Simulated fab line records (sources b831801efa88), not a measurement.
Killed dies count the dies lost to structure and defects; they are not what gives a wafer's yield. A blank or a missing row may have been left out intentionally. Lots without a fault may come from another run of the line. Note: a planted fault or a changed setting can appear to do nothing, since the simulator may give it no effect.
fab line records	flow gf180mcu
record lots=24	wafers=72	last_day=34
route steps=602 shown M1@317 M2@362 M3@414 V3@443 M4@461 MIM@504
lots with no fault: from the same line, run without faults
start_h: start of the lot's first displayed wafer, in hours after the record's first day	wait_h: hours elapsed since this lot's preceding step	" same as the row above	L1.1+2: a row that stands for several wafers	- either no value or no given start	* or withheld: withheld	< > ~ a bound
route shown NAME@n: names a module that has steps shown in the file, with the first one's number in the route	usual: the fault-free wafers' mean and standard deviation	same: alike in all rows	chamber/n: place in a boat	sites: the reading at each site	_std_site: standard deviation across them	_edge_site: the outer-site mean with the inner-site mean subtracted	radius_mm: for every site, how far away it sits from the centre of the wafer	mask NAME#n: copy n	behind: the last tool/chamber to shape the wafer	hold: why the lot was held/for how many hours/how that ended	device: the transistor (n, p or np) that didn't switch	end of line: the tests these same wafers got at the end of their route	a step with no rows: only its recipe	killed: count of dies lost to structure and defects at first sort (not the wafer's yield)	map: the dies of a wafer, with x for killed, . for not killed, _ for no die there
set.NAME: the setting that was run; set.NAME@STEP: the one run at that earlier step	model.NAME: the simulator's own value behind a step, which no gauge read
route steps across a sampled set of lots; one table per step, one row per wafer
services: when a tool's chamber went out of use (start_h, in hours from the record's first day, below 0 if earlier), for how many hours, and the reason
## steps
# step GF_M1_SPUTTER_02
# recipe material=AlCu	target_thk_nm=450	power_w=10600	time_s=23.9	chamber_pressure_pa=0.4
# usual throttle_valve_pct=30.2/0.98
# same time_s=23.9
lot.wafer	tool	chamber	start_h	wait_h	throttle_valve_pct
L074.2	pvd_sputter-03	-	357.72	0.0	29.8
L074.4	"	-	"	"	28.6
L074.6	"	-	"	"	28.6
L075.2	pvd_sputter-02	-	369.20	0.0	30.5
L075.4	"	-	"	"	29.9
L075.5	"	-	"	"	30.3
L076.1	pvd_sputter-02	-	370.86	0.0	31.4
L076.2	"	-	"	"	30.5
L076.3	"	-	"	"	29.4
L077.1	pvd_sputter-01	-	389.17	0.0	31.8
L077.3	"	-	"	"	29.3
L077.5	"	-	"	"	29.7
L078.2	pvd_sputter-02	-	396.30	0.0	31.5
L078.5	"	-	"	"	29.8
L078.6	"	-	"	"	31.4
L081.1	pvd_sputter-01	-	423.18	0.0	31.8
L081.2	"	-	"	"	31.4
L081.6	"	-	"	"	31.7
L079.4	pvd_sputter-02	-	424.81	0.0	29.9
L079.5	"	-	"	"	29.3
L079.6	"	-	"	"	30.5
L080.3	pvd_sputter-01	-	425.92	0.0	30.9
L080.5	"	-	"	"	31.3
L080.6	"	-	"	"	31.8
L082.1	pvd_sputter-02	-	433.79	0.0	31.7
L082.3	"	-	"	"	29.6
L082.5	"	-	"	"	31.7
L083.2	pvd_sputter-01	-	449.16	0.0	31.2
L083.3	"	-	"	"	29.7
L083.5	"	-	"	"	29.7
L084.1	pvd_sputter-02	-	449.51	0.0	30.6
L084.2	"	-	"	"	31.5
L084.5	"	-	"	"	30.4
L085.2	pvd_sputter-01	-	464.08	0.0	29.2
L085.3	"	-	"	"	31.1
L085.4	"	-	"	"	31.8
L086.2	pvd_sputter-02	-	466.97	0.0	31.5
L086.3	"	-	"	"	29.7
L086.5	"	-	"	"	30.3
L087.2	pvd_sputter-02	-	486.92	0.0	30.6
L087.3	"	-	"	"	29.4
L087.5	"	-	"	"	29.7
L088.1	pvd_sputter-02	-	496.10	0.0	31.4
L088.3	"	-	"	"	30.5
L088.6	"	-	"	"	30.6
L089.1	pvd_sputter-02	-	508.98	0.0	29.7
L089.3	"	-	"	"	31.4
L089.6	"	-	"	"	29.6
L091.1	pvd_sputter-02	-	521.52	0.0	29.6
L091.2	"	-	"	"	31.5
L091.4	"	-	"	"	29.8
L090.2	pvd_sputter-01	-	522.20	0.0	31.5
L090.3	"	-	"	"	31.9
L090.6	"	-	"	"	31.5
L092.3	pvd_sputter-03	-	527.47	0.0	28.7
L092.5	"	-	"	"	30.4
L092.6	"	-	"	"	29.7
L093.2	pvd_sputter-01	-	536.47	0.0	31.5
L093.3	"	-	"	"	29.1
L093.4	"	-	"	"	29.6
L094.3	pvd_sputter-03	-	538.27	0.0	28.5
L094.5	"	-	"	"	28.3
L094.6	"	-	"	"	30.3
L095.1	pvd_sputter-03	-	553.17	0.0	30.2
L095.2	"	-	"	"	28.5
L095.3	"	-	"	"	28.7
L096.1	pvd_sputter-02	-	555.77	0.0	30.5
L096.2	"	-	"	"	31.5
L096.3	"	-	"	"	29.5
L097.1	pvd_sputter-02	-	563.44	0.0	29.4
L097.5	"	-	"	"	29.5
L097.6	"	-	"	"	31.6
# step GF_M2_SPUTTER_00
# recipe material=Ti	target_thk_nm=37.5	arriving_ion_energy_ev=80	substrate_temp_c=200	chamber_pressure_pa=2	power_w=4000	time_s=150
# usual throttle_valve_pct=30.2/1.1
# same time_s=150
lot.wafer	tool	chamber	start_h	wait_h	throttle_valve_pct
L074.2	pvd_sputter-04	-	405.41	0.2	29.2
L074.4	"	-	"	"	28.2
L074.6	"	-	"	"	28.2
L075.2	pvd_sputter-02	-	418.13	0.2	29.8
L075.4	"	-	"	"	31.3
L075.5	"	-	"	"	30.5
L076.1	pvd_sputter-01	-	419.98	0.2	28.9
L076.2	"	-	"	"	29.7
L076.3	"	-	"	"	32.0
L077.1	pvd_sputter-04	-	439.27	0.2	29.4
L077.3	"	-	"	"	28.7
L077.5	"	-	"	"	29.6
L078.2	pvd_sputter-02	-	446.27	0.2	31.3
L078.5	"	-	"	"	29.7
L078.6	"	-	"	"	30.4
L081.1	pvd_sputter-01	-	474.21	0.2	31.2
L081.2	"	-	"	"	31.7
L081.6	"	-	"	"	29.2
L079.4	pvd_sputter-02	-	475.57	0.2	29.3
L079.5	"	-	"	"	30.3
L079.6	"	-	"	"	29.7
L080.3	pvd_sputter-01	-	476.87	0.1	28.9
L080.5	"	-	"	"	29.3
L080.6	"	-	"	"	29.7
L082.1	pvd_sputter-01	-	484.92	0.2	29.2
L082.3	"	-	"	"	29.9
L082.5	"	-	"	"	29.2
L083.2	pvd_sputter-02	-	500.86	0.1	29.6
L083.3	"	-	"	"	31.4
L083.5	"	-	"	"	31.6
L084.1	pvd_sputter-01	-	501.46	0.1	29.6
L084.2	"	-	"	"	29.3
L084.5	"	-	"	"	31.4
L085.2	pvd_sputter-02	-	514.08	0.1	29.2
L085.3	"	-	"	"	29.5
L085.4	"	-	"	"	30.6
L086.2	pvd_sputter-02	-	517.78	0.1	29.9
L086.3	"	-	"	"	30.7
L086.5	"	-	"	"	29.4
L087.2	pvd_sputter-01	-	537.84	0.1	29.8
L087.3	"	-	"	"	32.1
L087.5	"	-	"	"	29.7
L088.1	pvd_sputter-02	-	544.77	0.1	29.3
L088.3	"	-	"	"	29.7
L088.6	"	-	"	"	29.6
L089.1	pvd_sputter-01	-	557.47	0.1	31.2
L089.3	"	-	"	"	32.0
L089.6	"	-	"	"	29.4
L091.1	pvd_sputter-04	-	569.65	0.1	28.7
L091.2	"	-	"	"	29.1
L091.4	"	-	"	"	31.2
L090.2	pvd_sputter-01	-	570.44	0.1	31.2
L090.3	"	-	"	"	29.5
L090.6	"	-	"	"	29.4
L092.3	pvd_sputter-02	-	575.09	0.2	31.6
L092.5	"	-	"	"	29.7
L092.6	"	-	"	"	30.5
L093.2	pvd_sputter-01	-	589.07	0.1	29.1
L093.3	"	-	"	"	31.4
L093.4	"	-	"	"	32.0
L094.3	pvd_sputter-02	-	589.15	0.1	30.5
L094.5	"	-	"	"	31.4
L094.6	"	-	"	"	29.9
L095.1	pvd_sputter-01	-	598.55	0.2	29.5
L095.2	"	-	"	"	29.3
L095.3	"	-	"	"	31.9
L096.1	pvd_sputter-01	-	600.70	0.1	29.6
L096.2	"	-	"	"	29.2
L096.3	"	-	"	"	32.0
L097.1	pvd_sputter-01	-	612.42	0.2	30.0
L097.5	"	-	"	"	31.6
L097.6	"	-	"	"	31.1
# step GF_M3_RS_MEAS_05
# recipe thk_meas_gauge=four-point-probe	reads=TiN_of_M3_SPUTTER_04+Ti_of_M3_SPUTTER_03+AlCu_of_M3_SPUTTER_02+TiN_of_M3_SPUTTER_01+Ti_of_M3_SPUTTER_00
# usual M3_ALCU_RS=0.0693/0.00071
lot.wafer	tool	chamber	start_h	wait_h	M3_ALCU_RS[ohm/sq]
L074.2	film_metro-02	-	457.28	0.0	0.0704
L074.4	"	-	"	"	0.0708
L074.6	"	-	"	"	0.0701
L075.2	film_metro-04	-	470.21	0.0	0.0686
L075.4	"	-	"	"	0.0688
L075.5	"	-	"	"	0.0691
L076.1	film_metro-02	-	471.71	0.0	0.0702
L076.2	"	-	"	"	0.0696
L076.3	"	-	"	"	0.0700
L077.1	film_metro-04	-	490.81	0.0	0.0691
L077.3	"	-	"	"	0.0692
L077.5	"	-	"	"	0.0687
L078.2	film_metro-02	-	497.06	0.0	0.0683
L078.5	"	-	"	"	0.0685
L078.6	"	-	"	"	0.0691
L081.1	film_metro-04	-	524.33	0.0	0.0695
L081.2	"	-	"	"	0.0686
L081.6	"	-	"	"	0.0692
L079.4	film_metro-01	-	526.53	0.1	0.0688
L079.5	"	-	"	"	0.0696
L079.6	"	-	"	"	0.0692
L080.3	film_metro-04	-	526.84	0.1	0.0695
L080.5	"	-	"	"	0.0698
L080.6	"	-	"	"	0.0691
L082.1	film_metro-02	-	535.73	0.0	0.0682
L082.3	"	-	"	"	0.0683
L082.5	"	-	"	"	0.0692
L083.2	film_metro-04	-	549.62	0.0	0.0695
L083.3	"	-	"	"	0.0685
L083.5	"	-	"	"	0.0692
L084.1	film_metro-04	-	551.45	0.0	0.0702
L084.2	"	-	"	"	0.0704
L084.5	"	-	"	"	0.0703
L085.2	film_metro-01	-	562.58	0.0	0.0692
L085.3	"	-	"	"	0.0701
L085.4	"	-	"	"	0.0688
L086.2	film_metro-04	-	567.61	0.0	0.0700
L086.3	"	-	"	"	0.0693
L086.5	"	-	"	"	0.0696
L087.2	film_metro-02	-	589.69	0.0	0.0690
L087.3	"	-	"	"	0.0690
L087.5	"	-	"	"	0.0682
L088.1	film_metro-01	-	592.40	0.0	0.0705
L088.3	"	-	"	"	0.0704
L088.6	"	-	"	"	0.0706
L089.1	film_metro-02	-	603.95	0.0	0.0702
L089.3	"	-	"	"	0.0690
L089.6	"	-	"	"	0.0691
L091.1	film_metro-04	-	615.47	0.0	0.0696
L091.2	"	-	"	"	0.0689
L091.4	"	-	"	"	0.0689
L090.2	film_metro-01	-	616.91	0.0	0.0694
L090.3	"	-	"	"	0.0693
L090.6	"	-	"	"	0.0698
L092.3	film_metro-01	-	619.99	0.1	0.0692
L092.5	"	-	"	"	0.0692
L092.6	"	-	"	"	0.0700
L093.2	film_metro-04	-	635.33	0.0	0.0685
L093.3	"	-	"	"	0.0684
L093.4	"	-	"	"	0.0685
L094.3	film_metro-01	-	635.65	0.1	0.0678
L094.5	"	-	"	"	0.0676
L094.6	"	-	"	"	0.0696
L095.1	film_metro-01	-	643.29	0.0	0.0680
L095.2	"	-	"	"	0.0683
L095.3	"	-	"	"	0.0678
L096.1	film_metro-02	-	645.03	0.0	0.0681
L096.2	"	-	"	"	0.0688
L096.3	"	-	"	"	0.0691
L097.1	film_metro-02	-	657.33	0.0	0.0697
L097.5	"	-	"	"	0.0693
L097.6	"	-	"	"	0.0690
# step GF_V3_CD_MEAS_14
# recipe target_cd_nm=260
# usual cd_nm=260.3/1.4
lot.wafer	tool	chamber	start_h	wait_h	cd_nm
L074.2	cd_sem-01	-	506.68	0.1	259.9
L074.4	"	-	"	"	260.6
L074.6	"	-	"	"	259.3
L075.2	cd_sem-01	-	519.17	0.1	261.3
L075.4	"	-	"	"	261.1
L075.5	"	-	"	"	260.5
L076.1	cd_sem-01	-	521.35	0.1	257.9
L076.2	"	-	"	"	259.5
L076.3	"	-	"	"	259.1
L077.1	cd_sem-02	-	538.94	0.1	258.2
L077.3	"	-	"	"	257.1
L077.5	"	-	"	"	258.9
L078.2	cd_sem-01	-	545.11	0.1	262.2
L078.5	"	-	"	"	262.0
L078.6	"	-	"	"	261.6
L081.1	cd_sem-01	-	570.64	0.1	259.8
L081.2	"	-	"	"	260.4
L081.6	"	-	"	"	260.9
L079.4	cd_sem-01	-	571.81	0.1	260.6
L079.5	"	-	"	"	260.1
L079.6	"	-	"	"	260.5
L080.3	cd_sem-02	-	572.26	0.2	260.1
L080.5	"	-	"	"	258.4
L080.6	"	-	"	"	259.2
L082.1	cd_sem-01	-	581.71	0.1	260.3
L082.3	"	-	"	"	260.8
L082.5	"	-	"	"	260.7
L083.2	cd_sem-01	-	594.38	0.1	261.6
L083.3	"	-	"	"	262.7
L083.5	"	-	"	"	263.0
L084.1	cd_sem-01	-	594.99	0.1	260.6
L084.2	"	-	"	"	259.8
L084.5	"	-	"	"	260.2
L085.2	cd_sem-01	-	609.51	0.2	262.4
L085.3	"	-	"	"	262.2
L085.4	"	-	"	"	261.1
L086.2	cd_sem-02	-	612.01	0.1	261.3
L086.3	"	-	"	"	261.4
L086.5	"	-	"	"	259.2
L087.2	cd_sem-02	-	632.66	0.1	261.3
L087.3	"	-	"	"	260.7
L087.5	"	-	"	"	261.2
L088.1	cd_sem-01	-	635.74	0.1	259.6
L088.3	"	-	"	"	259.4
L088.6	"	-	"	"	260.6
L089.1	cd_sem-02	-	645.89	0.1	259.5
L089.3	"	-	"	"	257.4
L089.6	"	-	"	"	258.8
L091.1	cd_sem-01	-	658.31	0.1	260.6
L091.2	"	-	"	"	260.3
L091.4	"	-	"	"	261.3
L090.2	cd_sem-01	-	659.40	0.2	262.4
L090.3	"	-	"	"	261.0
L090.6	"	-	"	"	260.9
L092.3	cd_sem-02	-	661.20	0.1	259.1
L092.5	"	-	"	"	259.3
L092.6	"	-	"	"	259.0
L093.2	cd_sem-01	-	675.36	0.1	259.9
L093.3	"	-	"	"	260.9
L093.4	"	-	"	"	259.8
L094.3	cd_sem-02	-	676.33	0.1	262.4
L094.5	"	-	"	"	262.1
L094.6	"	-	"	"	262.3
L095.1	cd_sem-02	-	683.54	0.1	257.2
L095.2	"	-	"	"	258.1
L095.3	"	-	"	"	258.2
L096.1	cd_sem-02	-	684.36	0.1	260.9
L096.2	"	-	"	"	261.7
L096.3	"	-	"	"	261.3
L097.1	cd_sem-01	-	696.84	0.1	257.8
L097.5	"	-	"	"	258.7
L097.6	"	-	"	"	258.1
# step GF_M4_RS_MEAS_05
# recipe thk_meas_gauge=four-point-probe	reads=TiN_of_M4_SPUTTER_04+Ti_of_M4_SPUTTER_03+AlCu_of_M4_SPUTTER_02+TiN_of_M4_SPUTTER_01+Ti_of_M4_SPUTTER_00
# usual M4_ALCU_RS=0.0695/0.00076
lot.wafer	tool	chamber	start_h	wait_h	M4_ALCU_RS[ohm/sq]
L074.2	film_metro-04	-	508.41	0.0	0.0687
L074.4	"	-	"	"	0.0699
L074.6	"	-	"	"	0.0687
L075.2	film_metro-02	-	520.90	0.0	0.0698
L075.4	"	-	"	"	0.0698
L075.5	"	-	"	"	0.0701
L076.1	film_metro-04	-	523.08	0.0	0.0709
L076.2	"	-	"	"	0.0710
L076.3	"	-	"	"	0.0706
L077.1	film_metro-02	-	540.67	0.0	0.0698
L077.3	"	-	"	"	0.0698
L077.5	"	-	"	"	0.0696
L078.2	film_metro-04	-	546.84	0.0	0.0695
L078.5	"	-	"	"	0.0693
L078.6	"	-	"	"	0.0695
L081.1	film_metro-04	-	572.41	0.0	0.0683
L081.2	"	-	"	"	0.0683
L081.6	"	-	"	"	0.0687
L079.4	film_metro-04	-	573.86	0.1	0.0696
L079.5	"	-	"	"	0.0694
L079.6	"	-	"	"	0.0700
L080.3	film_metro-02	-	574.44	0.1	0.0676
L080.5	"	-	"	"	0.0678
L080.6	"	-	"	"	0.0680
L082.1	film_metro-03	-	583.44	0.0	0.0695
L082.3	"	-	"	"	0.0694
L082.5	"	-	"	"	0.0698
L083.2	film_metro-03	-	596.13	0.0	0.0712
L083.3	"	-	"	"	0.0698
L083.5	"	-	"	"	0.0703
L084.1	film_metro-02	-	596.73	0.0	0.0676
L084.2	"	-	"	"	0.0678
L084.5	"	-	"	"	0.0675
L085.2	film_metro-04	-	611.26	0.0	0.0691
L085.3	"	-	"	"	0.0701
L085.4	"	-	"	"	0.0699
L086.2	film_metro-02	-	613.75	0.0	0.0696
L086.3	"	-	"	"	0.0693
L086.5	"	-	"	"	0.0690
L087.2	film_metro-02	-	635.03	0.0	0.0697
L087.3	"	-	"	"	0.0692
L087.5	"	-	"	"	0.0700
L088.1	film_metro-03	-	638.31	0.0	0.0689
L088.3	"	-	"	"	0.0688
L088.6	"	-	"	"	0.0690
L089.1	film_metro-03	-	647.62	0.0	0.0699
L089.3	"	-	"	"	0.0700
L089.6	"	-	"	"	0.0698
L091.1	film_metro-03	-	660.04	0.0	0.0704
L091.2	"	-	"	"	0.0703
L091.4	"	-	"	"	0.0700
L090.2	film_metro-02	-	661.19	0.0	0.0692
L090.3	"	-	"	"	0.0697
L090.6	"	-	"	"	0.0692
L092.3	film_metro-03	-	662.93	0.1	0.0700
L092.5	"	-	"	"	0.0699
L092.6	"	-	"	"	0.0692
L093.2	film_metro-02	-	677.13	0.0	0.0697
L093.3	"	-	"	"	0.0691
L093.4	"	-	"	"	0.0701
L094.3	film_metro-04	-	678.28	0.1	0.0703
L094.5	"	-	"	"	0.0699
L094.6	"	-	"	"	0.0701
L095.1	film_metro-04	-	685.31	0.0	0.0693
L095.2	"	-	"	"	0.0694
L095.3	"	-	"	"	0.0696
L096.1	film_metro-02	-	686.13	0.0	0.0700
L096.2	"	-	"	"	0.0697
L096.3	"	-	"	"	0.0701
L097.1	film_metro-03	-	698.58	0.0	0.0696
L097.5	"	-	"	"	0.0697
L097.6	"	-	"	"	0.0696
# step GF_MIM_SPUTTER_01
# recipe material=TiN	target_thk_nm=30	power_w=6500	time_s=25	chamber_pressure_pa=0.4
# usual throttle_valve_pct=30.1/1.1
# same time_s=25
lot.wafer	tool	chamber	start_h	wait_h	throttle_valve_pct
L074.2	pvd_sputter-01	-	556.60	0.1	31.4
L074.4	"	-	"	"	29.5
L074.6	"	-	"	"	29.7
L075.2	pvd_sputter-02	-	569.60	0.1	29.9
L075.4	"	-	"	"	31.3
L075.5	"	-	"	"	31.5
L076.1	pvd_sputter-03	-	570.95	0.1	28.4
L076.2	"	-	"	"	28.2
L076.3	"	-	"	"	30.2
L077.1	pvd_sputter-02	-	589.85	0.1	30.4
L077.3	"	-	"	"	31.4
L077.5	"	-	"	"	29.4
L078.2	pvd_sputter-01	-	593.68	0.1	29.7
L078.5	"	-	"	"	31.8
L078.6	"	-	"	"	29.2
L081.1	pvd_sputter-03	-	617.59	0.1	28.6
L081.2	"	-	"	"	29.7
L081.6	"	-	"	"	28.4
L079.4	pvd_sputter-01	-	618.46	0.1	31.3
L079.5	"	-	"	"	29.2
L079.6	"	-	"	"	31.7
L080.3	pvd_sputter-02	-	618.69	0.1	29.7
L080.5	"	-	"	"	30.6
L080.6	"	-	"	"	29.8
L082.1	pvd_sputter-03	-	628.10	0.1	30.0
L082.3	"	-	"	"	29.9
L082.5	"	-	"	"	28.8
L083.2	pvd_sputter-01	-	642.29	0.1	29.5
L083.3	"	-	"	"	29.1
L083.5	"	-	"	"	29.2
L084.1	pvd_sputter-02	-	642.59	0.1	29.7
L084.2	"	-	"	"	31.5
L084.5	"	-	"	"	30.4
L085.2	pvd_sputter-02	-	654.44	0.1	29.6
L085.3	"	-	"	"	30.0
L085.4	"	-	"	"	30.5
L086.2	pvd_sputter-02	-	658.42	0.1	29.3
L086.3	"	-	"	"	29.2
L086.5	"	-	"	"	31.6
L087.2	pvd_sputter-03	-	676.87	0.1	29.5
L087.3	"	-	"	"	28.7
L087.5	"	-	"	"	29.7
L088.1	pvd_sputter-02	-	680.04	0.1	29.5
L088.3	"	-	"	"	30.4
L088.6	"	-	"	"	30.4
L089.1	pvd_sputter-02	-	688.60	0.1	29.5
L089.3	"	-	"	"	31.4
L089.6	"	-	"	"	29.6
L091.1	pvd_sputter-01	-	700.76	0.1	28.8
L091.2	"	-	"	"	29.5
L091.4	"	-	"	"	32.0
L090.2	pvd_sputter-01	-	702.42	0.1	31.9
L090.3	"	-	"	"	29.1
L090.6	"	-	"	"	31.8
L092.3	pvd_sputter-01	-	704.52	0.1	31.9
L092.5	"	-	"	"	31.7
L092.6	"	-	"	"	31.6
L093.2	pvd_sputter-02	-	717.23	0.1	31.3
L093.3	"	-	"	"	29.9
L093.4	"	-	"	"	30.2
L094.3	pvd_sputter-03	-	718.39	0.1	28.7
L094.5	"	-	"	"	30.0
L094.6	"	-	"	"	28.5
L095.1	pvd_sputter-03	-	725.28	0.1	29.7
L095.2	"	-	"	"	30.3
L095.3	"	-	"	"	28.6
L096.1	pvd_sputter-03	-	727.71	0.1	28.1
L096.2	"	-	"	"	30.3
L096.3	"	-	"	"	28.6
L097.1	pvd_sputter-01	-	737.40	0.1	31.3
L097.5	"	-	"	"	29.2
L097.6	"	-	"	"	29.8
## services
tool	chamber	start_h	hours	kind
pvd_sputter-04	-	347.71	1.1	repair
pvd_sputter-02	2	396.39	-	consumable_replace:kit
pvd_sputter-02	2	396.39	18.0	scheduled_down
pvd_sputter-02	2	396.39	18.0	vent_cycle
pvd_sputter-01	0	426.01	-	consumable_replace:kit
pvd_sputter-01	0	426.01	18.0	scheduled_down
pvd_sputter-01	0	426.01	18.0	vent_cycle
pvd_sputter-02	1	534.51	-	consumable_replace:kit
pvd_sputter-02	1	534.51	18.0	scheduled_down
pvd_sputter-02	1	534.51	18.0	vent_cycle
pvd_sputter-01	3	589.29	-	consumable_replace:kit
pvd_sputter-01	3	589.29	18.0	scheduled_down
pvd_sputter-01	3	589.29	18.0	vent_cycle
pvd_sputter-04	-	598.78	2.6	repair
pvd_sputter-02	-	607.80	0.9	repair
pvd_sputter-04	-	646.00	2.5	repair
pvd_sputter-03	-	647.56	3.6	repair
pvd_sputter-02	0	658.54	-	consumable_replace:kit
pvd_sputter-02	0	658.54	18.0	scheduled_down
pvd_sputter-02	0	658.54	18.0	vent_cycle
pvd_sputter-01	-	685.69	6.2	repair
pvd_sputter-02	-	704.63	2.9	repair
pvd_sputter-01	2	714.72	-	consumable_replace:kit
pvd_sputter-01	2	714.72	18.0	scheduled_down
## key
fault none
